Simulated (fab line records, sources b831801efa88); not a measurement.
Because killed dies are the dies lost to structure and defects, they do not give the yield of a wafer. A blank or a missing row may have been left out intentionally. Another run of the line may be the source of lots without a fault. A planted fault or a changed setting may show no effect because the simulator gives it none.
Check of tool commonality / flow sky130 / 45 wafers sampled across 15 lots

## REASON FOR OPENING
Of 15 lots, 3 have the reading VT_ADJUST_LVTN_TW flagged at SKY_VT_ADJUST_LVTN_TW_MEAS_10. No-fault wafers: 238.6, standard deviation 1.
Rule: a lot gets a flag if all its wafers with a number sit over 4 standard deviations from that mean, or if no wafer of it has a number. The other lots count as sound.

lot=L640; measured=day 7 02:28; on=film_metro-04; VT_ADJUST_LVTN_TW, wafer by wafer=239.1 239.1 238.2; flag=
lot=L641; measured=day 7 15:41; on=film_metro-03; VT_ADJUST_LVTN_TW, wafer by wafer=238.2 238.0 238.9; flag=
lot=L643; measured=day 8 01:01; on=film_metro-03; VT_ADJUST_LVTN_TW, wafer by wafer=238.0 239.7 239.6; flag=
lot=L642; measured=day 8 01:14; on=film_metro-02; VT_ADJUST_LVTN_TW, wafer by wafer=238.0 239.6 238.8; flag=
lot=L645; measured=day 8 12:24; on=film_metro-04; VT_ADJUST_LVTN_TW, wafer by wafer=239.9 238.2 238.8; flag=
lot=L649; measured=day 9 09:21; on=film_metro-04; VT_ADJUST_LVTN_TW, wafer by wafer=212.7 213.4 212.3; flag=FLAGGED
lot=L650; measured=day 9 13:34; on=film_metro-03; VT_ADJUST_LVTN_TW, wafer by wafer=210.9 212.0 212.3; flag=FLAGGED
lot=L651; measured=day 9 21:13; on=film_metro-04; VT_ADJUST_LVTN_TW, wafer by wafer=211.9 213.2 213.7; flag=FLAGGED
lot=L652; measured=day 10 05:11; on=film_metro-03; VT_ADJUST_LVTN_TW, wafer by wafer=237.9 238.6 237.6; flag=
lot=L653; measured=day 10 08:58; on=film_metro-04; VT_ADJUST_LVTN_TW, wafer by wafer=238.7 239.8 240.3; flag=
lot=L656; measured=day 11 04:53; on=film_metro-02; VT_ADJUST_LVTN_TW, wafer by wafer=239.2 237.8 240.1; flag=
lot=L659; measured=day 12 00:59; on=film_metro-03; VT_ADJUST_LVTN_TW, wafer by wafer=239.0 239.7 238.7; flag=
lot=L660; measured=day 12 11:08; on=film_metro-03; VT_ADJUST_LVTN_TW, wafer by wafer=239.7 239.9 239.1; flag=
lot=L662; measured=day 13 00:47; on=film_metro-02; VT_ADJUST_LVTN_TW, wafer by wafer=236.3 238.4 239.3; flag=
lot=L663; measured=day 13 07:16; on=film_metro-02; VT_ADJUST_LVTN_TW, wafer by wafer=238.6 238.9 237.0; flag=
The numbers of the flagged lots are 212.5 on average: -26.1 against the usual, or -26 standard deviations.

## EACH LOT AND THE TOOL IT RAN ON
The record keeps 1 process step preceding the reading, out of 708 steps on the route. Each cell gives the tool, then ch followed by the chambers the sampled wafers passed through, then the start.
lot=L640; flag=; SKY_VT_ADJUST_LVTN_IMPLANT_08=implanter-01 ch 0, day 7 02:14
lot=L641; flag=; SKY_VT_ADJUST_LVTN_IMPLANT_08=implanter-02 ch 0, day 7 15:26
lot=L643; flag=; SKY_VT_ADJUST_LVTN_IMPLANT_08=implanter-01 ch 0, day 8 00:47
lot=L642; flag=; SKY_VT_ADJUST_LVTN_IMPLANT_08=implanter-02 ch 0, day 8 00:59
lot=L645; flag=; SKY_VT_ADJUST_LVTN_IMPLANT_08=implanter-03 ch 0, day 8 12:10
lot=L649; flag=FLAGGED; SKY_VT_ADJUST_LVTN_IMPLANT_08=implanter-02 ch 0, day 9 09:07
lot=L650; flag=FLAGGED; SKY_VT_ADJUST_LVTN_IMPLANT_08=implanter-02 ch 0, day 9 13:19
lot=L651; flag=FLAGGED; SKY_VT_ADJUST_LVTN_IMPLANT_08=implanter-02 ch 0, day 9 20:59
lot=L652; flag=; SKY_VT_ADJUST_LVTN_IMPLANT_08=implanter-03 ch 0, day 10 04:56
lot=L653; flag=; SKY_VT_ADJUST_LVTN_IMPLANT_08=implanter-01 ch 0, day 10 08:43
lot=L656; flag=; SKY_VT_ADJUST_LVTN_IMPLANT_08=implanter-01 ch 0, day 11 04:38
lot=L659; flag=; SKY_VT_ADJUST_LVTN_IMPLANT_08=implanter-03 ch 0, day 12 00:44
lot=L660; flag=; SKY_VT_ADJUST_LVTN_IMPLANT_08=implanter-03 ch 0, day 12 10:53
lot=L662; flag=; SKY_VT_ADJUST_LVTN_IMPLANT_08=implanter-03 ch 0, day 13 00:33
lot=L663; flag=; SKY_VT_ADJUST_LVTN_IMPLANT_08=implanter-01 ch 0, day 13 07:03
What these steps do:
- SKY_VT_ADJUST_LVTN_IMPLANT_08
- SKY_VT_ADJUST_LVTN_TW_MEAS_10

## FLAGGED AGAINST TOTAL, ONE TOOL AT A TIME (gauges that did the reading follow at the end)
step=SKY_VT_ADJUST_LVTN_IMPLANT_08; tool=implanter-01; lots run=5; flagged=0; share of the flagged lots=none; sound lots run after its first flagged lot=-
step=SKY_VT_ADJUST_LVTN_IMPLANT_08; tool=implanter-02; lots run=5; flagged=3; share of the flagged lots=all; sound lots run after its first flagged lot=0
step=SKY_VT_ADJUST_LVTN_IMPLANT_08; tool=implanter-03; lots run=5; flagged=0; share of the flagged lots=none; sound lots run after its first flagged lot=-
step=SKY_VT_ADJUST_LVTN_TW_MEAS_10; tool=film_metro-02; lots run=4; flagged=0; share of the flagged lots=none; sound lots run after its first flagged lot=-
step=SKY_VT_ADJUST_LVTN_TW_MEAS_10; tool=film_metro-03; lots run=6; flagged=1; share of the flagged lots=some; sound lots run after its first flagged lot=3 (L652,L659,L660)
step=SKY_VT_ADJUST_LVTN_TW_MEAS_10; tool=film_metro-04; lots run=5; flagged=2; share of the flagged lots=some; sound lots run after its first flagged lot=1 (L653)

## WHAT THE TABLE ALLOWS
1 row of the table ran every flagged lot: implanter-02 at SKY_VT_ADJUST_LVTN_IMPLANT_08.
- implanter-02 at SKY_VT_ADJUST_LVTN_IMPLANT_08: 3 of its 5 lots flagged. Its last sound lot is L642 (day 8 00:59), its first flagged lot L649 (day 9 09:07): a fault that began between those two fits. Its own readings (dose_ions_cm2, faraday_current_uA) fall more than 4 standard deviations out on all wafers of the flagged lots.
What remains is a single tool, implanter-02 at SKY_VT_ADJUST_LVTN_IMPLANT_08.

## WHAT THE SIMULATOR PUT IN
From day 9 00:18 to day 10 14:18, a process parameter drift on implanter-02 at SKY_VT_ADJUST_LVTN_IMPLANT_08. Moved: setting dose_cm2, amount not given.
Shown lots that were struck: L649, L650, L651. The rule given above showed the same thing.
